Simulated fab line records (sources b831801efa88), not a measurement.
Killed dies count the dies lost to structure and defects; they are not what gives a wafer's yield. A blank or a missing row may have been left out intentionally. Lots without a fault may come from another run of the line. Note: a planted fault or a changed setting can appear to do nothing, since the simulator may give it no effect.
Problem report in the 8D (eight disciplines) form, filled by code -- flow sky130 -- the parts of the form that need people (team, actions taken, sign-off) are left out

1. THE PROBLEM
VT_ADJUST_PCH_TW at SKY_VT_ADJUST_PCH_TW_MEAS_10 reads a mean of 118.3 on 9 wafers of 3 lots; wafers without a fault read 144.4 with a standard deviation of 1.1. That puts it -24 standard deviations away from the usual mean.
Seen first at day 12 22:35 on filmMetro-03, wafer L549.3. At this step, 36 wafers from 12 lots have a number in the record. By rule, "out" or "out of limits" means more than 4 standard deviations away from the usual mean. The other wafers with a number count as sound.

2. WHAT IT IS; WHAT IT IS NOT
question,is,is not
which readings at this step,VT_ADJUST_PCH_TW,-
which lots,"L549, L551, L552","L540, L545, L546, L547, L558, L560, L561, L562, L563"
which wafers of those lots,all that have a number,-
read on which gauges,"filmMetro-03, filmMetro-04",filmMetro-02
when,from day 12 22:35,"up to then (12 sound wafers); but 15 sound wafers of L558, L560, L561, L562, L563 came after"

3. SUSPECTS, AND WHAT RULES EACH OUT
Counting: a tool stays on the suspect list if, at a process step up to the reading, it processed all lots that are out and no sound lot following the first of them.
- the gauge at SKY_VT_ADJUST_PCH_TW_MEAS_10 is ruled out. Those wafers that are out were read across 2 gauges (filmMetro-03, filmMetro-04).
- implanter-02 at SKY_VT_ADJUST_PCH_IMPLANT_08: ruled out as a lasting fault. The sound lots L560 went through it after L549, its earliest lot that is out (day 12 22:20).
Left after counting: nothing in the record.

4. THE CAUSE (what the simulator had put in)
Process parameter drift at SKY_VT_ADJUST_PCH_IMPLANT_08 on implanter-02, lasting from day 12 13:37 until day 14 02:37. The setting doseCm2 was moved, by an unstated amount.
Counting ruled it out, wrongly: the rule takes a fault to strike every lot that its tool runs from its start on, and this one did not.

5. SEQUENCE OF EFFECTS, ordered by route
One row per reading whose mean, taken over the struck wafers that have a number, lies over 3 standard deviations from the usual. Only readings whose record carries a usual standard deviation are examined. hours: median over the lots of the time between each lot's start at the first step of this table that gives one and its start at this step. sigmas: the change, counted in usual standard deviations.
hours,step,reading,usual,on struck wafers,change,sigmas
0,SKY_VT_ADJUST_PCH_IMPLANT_08,doseIonsCm2,5e+11,2e+11,-3e+11,-99 or more
0,SKY_VT_ADJUST_PCH_IMPLANT_08,faradayCurrentUA,2.83,1.27,-1.56,-28
0,SKY_VT_ADJUST_PCH_TW_MEAS_10,VT_ADJUST_PCH_TW,144.4,118.3,-26.1,-24
Its process steps:
- SKY_VT_ADJUST_PCH_IMPLANT_08
Later measuring or inspecting steps at which every struck wafer that the step has a row for has a number for every such reading, and none has moved that far: SKY_SONOS_TUNNEL_TW_MEAS_12.

6. WHAT WOULD HAVE CAUGHT IT SOONER
In this record the first reading out of limits at a measuring or inspecting step was taken at day 12 22:35, 9 hours after the fault began at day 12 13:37.
At SKY_VT_ADJUST_PCH_IMPLANT_08, the tool's own readings (doseIonsCm2, faradayCurrentUA) were out on each struck wafer the step has a row for, so an alarm limit on them would have fired on the first such wafer.
